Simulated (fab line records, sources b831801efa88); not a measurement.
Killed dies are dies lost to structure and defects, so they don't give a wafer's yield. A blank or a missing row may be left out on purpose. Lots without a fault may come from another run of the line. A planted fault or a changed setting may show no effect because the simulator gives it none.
A struck lot beside a sound one | flow gf180mcu | 37 steps out of a route of 602
Sound: wafers L919.4, L919.5, L919.6. Struck: wafers L939.1, L939.3, L939.6. The cause comes at the end.
At each step with rows: each side's tool, then ch and its chambers, then its first start. Under that, the readings that differ: sound wafers | struck wafers | difference of the means | sigmas: that difference in standard deviations of wafers without a fault.
alike: readings whose means differ by less than 2 such deviations, and words and numbers that are the same on both sides. not compared: withheld readings, readings that some wafer has no value for, bounds like >300 that may hide the same value, and numbers for which the record gives no deviation and whose values overlap.
The two part at a step that has a row with sigmas, a row that says differs or no value, or rows on one side only. Numbers that don't overlap but have no deviation are shown without sigmas and don't part them. A reading that every wafer of one side lacks parts them only if that side has two wafers or more.

first, 2 steps without rows for these wafers: GF_M1_PEB_12 (peb time 90 s); GF_M1_DEVELOP_13 (develop time 60 s).
GF_M1_CD_MEAS_14: target cd 230 nm.
  sound on cd_sem-01, day 17 22:49; struck on cd_sem-02, day 25 01:54
  alike: cd_nm
GF_M1_OVL_MEAS_15:
  sound on overlay-01, day 17 22:54; struck on overlay-01, day 25 02:01
  alike: M1_OVL
GF_M1_METAL_ETCH_16: etches the open film in Cl2/BCl3, stops on SiO2, target depth 627.5 nm, time 104.6 s.
  sound on rie_metal-01 ch 0,1, day 17 22:57; struck on rie_metal-03 ch 0, day 25 02:03
  alike: drypump_motor_current_A, oes_product_au, throttle_valve_pct
  not compared: rf_hours_counter_h
GF_M1_STRIP_17: strips in O2/N2.
  sound on plasma_asher-03 ch 0,1, day 17 23:04; struck on plasma_asher-04 ch 0,1, day 25 02:10
  alike: drypump_motor_current_A, heater_power_w, oes_product_au, strip_time_to_endpoint_s
  not compared: rf_hours_counter_h
then, 3 steps without rows for these wafers: GF_M1_STRIP_18 (strips in post etch residue remover, time 1200 s); GF_M1_CLEAN_19 (cleans in DIW); GF_V1_CVD_00 (deposits SiO2, target thk 600 nm, time 100 s).
GF_V1_THK_MEAS_01:
  sound on film_metro-01, day 17 23:41; struck on film_metro-01, day 25 02:46
  alike: V1_CVD_00_THK
GF_V1_CVD_02: deposits SiO2 from TEOS, target thk 850 nm, time 94.851 s.
  sound on pecvd-03 ch 0,1,2, day 17 23:46; struck on pecvd-02 ch 0,1, day 25 02:50
  alike: heater_power_w
  not compared: since_wet_clean_h
GF_V1_THK_MEAS_03:
  sound on film_metro-01, day 17 23:49; struck on film_metro-03, day 25 02:54
  alike: V1_CVD_02_THK
GF_V1_CMP_04: polishes SiO2.
  sound on cmp-02 ch 0,1, day 17 23:51; struck on cmp-01 ch 0,1,3, day 25 03:01
  reading                             | sound             | struck            | difference | sigmas
  time_to_endpoint_s (s)              | 79 82 84          | 105 104 116       | +27        | +6
  model.SiO2_of_V1_CVD_02.thk_nm (nm) | 632.9 632.1 632.2 | 570.7 569.7 570.6 | -62.1      |
  alike: motor_current_A
GF_V1_BOW_MEAS_05:
  sound on film_metro-03, day 18 00:13; struck on film_metro-01, day 25 03:16
  alike: V1_BOW
then, 8 steps without rows for these wafers: GF_V1_DEHYDRATE_06 (time 60 s); GF_V1_HMDS_07 (prime time 60 s); GF_V1_COAT_08; GF_V1_COAT_09 (resist thk 1000 nm); GF_V1_SOFTBAKE_10 (time 60 s); GF_V1_EXPOSE_11 (exposes mask Via1, target cd 260 nm); GF_V1_PEB_12 (peb time 90 s); GF_V1_DEVELOP_13 (develop time 60 s).
GF_V1_CD_MEAS_14: target cd 260 nm.
  sound on cd_sem-01, day 19 00:07; struck on cd_sem-02, day 26 00:02
  alike: cd_nm
GF_V1_OVL_MEAS_15:
  sound on overlay-01, day 19 00:11; struck on overlay-02, day 26 00:09
  reading     | sound | struck   | difference | sigmas
  V1_OVL (nm) | 6 4 7 | -8 -1 -9 | -12        | -2
then, 1 step without rows for these wafers: GF_V1_ETCH_16 (etches BARC in N2/H2).
GF_V1_ETCH_17: etches SiO2 in C4F8/O2/Ar, stops on TiN, target depth 630 nm.
  sound on rie_diel-03 ch 0,1,3; struck on rie_diel-02 ch 0,1,2
  reading                        | sound             | struck            | difference | sigmas
  oes_product_au (a.u.)          | 0.853 0.861 0.852 | 0.814 0.803 0.805 | -0.048     | -11
  model.V1.feature_depth_nm (nm) | 632.9 632.1 632.2 | 570.7 569.7 570.6 | -62.1      |
  model.etch.depth_nm (nm)       | 632.9 632.1 632.2 | 570.7 569.7 570.6 | -62.1      |
then, 3 steps without rows for these wafers: GF_V1_STRIP_18 (strips in O2/N2); GF_V1_STRIP_19 (strips in post etch residue remover, time 1200 s); GF_V1_CLEAN_20 (cleans in DIW).
GF_V1_SPUTTER_21: material Ti, target thk 15 nm, time 80.02 s.
  sound on pvd_sputter-03, day 19 00:53; struck on pvd_sputter-04, day 26 00:56
  alike: throttle_valve_pct
then, 1 step without rows for these wafers: GF_V1_SPUTTER_22 (material TiN, target thk 10 nm, time 40 s).
GF_V1_CVD_23: deposits W, target thk 350 nm, time 105.05 s.
  sound on cvd_w-02 ch 0,1, day 19 01:01; struck on cvd_w-01 ch 0,1, day 26 01:02
  alike: heater_power_w
  not compared: since_wet_clean_h
GF_V1_RS_MEAS_24: measures by four-point-probe.
  sound on film_metro-03, day 19 01:09; struck on film_metro-03, day 26 01:10
  alike: V1_W_RS
GF_V1_THK_MEAS_25: measures by xrf.
  sound on film_metro-03, day 19 01:14; struck on film_metro-03, day 26 01:17
  alike: V1_W_THK
GF_V1_CMP_26: polishes, stops on SiO2, t overpolish 15 s, target thk 0 nm.
  sound on cmp-02 ch 1,2,3, day 19 01:25; struck on cmp-01 ch 0,1, day 26 01:23
  reading                             | sound             | struck            | difference | sigmas
  model.SiO2_of_V1_CVD_02.thk_nm (nm) | 629.1 628.3 628.4 | 566.9 565.9 566.9 | -62.0      |
  alike: motor_current_A
then, 1 step without rows for these wafers: GF_M2_SPUTTER_00 (material Ti, target thk 37.5 nm, time 150 s).
GF_PASSIVATION_PROBE_99:
  the record has rows for the sound wafers here (prober-01, day 29 19:04) and none for the struck ones

WHERE THEY PART
First at GF_V1_CMP_04; last, within this record, at GF_PASSIVATION_PROBE_99.

WHY: what the simulator had put in
Process parameter drift: cmp-01, from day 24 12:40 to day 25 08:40, at GF_V1_CMP_04. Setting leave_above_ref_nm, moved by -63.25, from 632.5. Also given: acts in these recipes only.
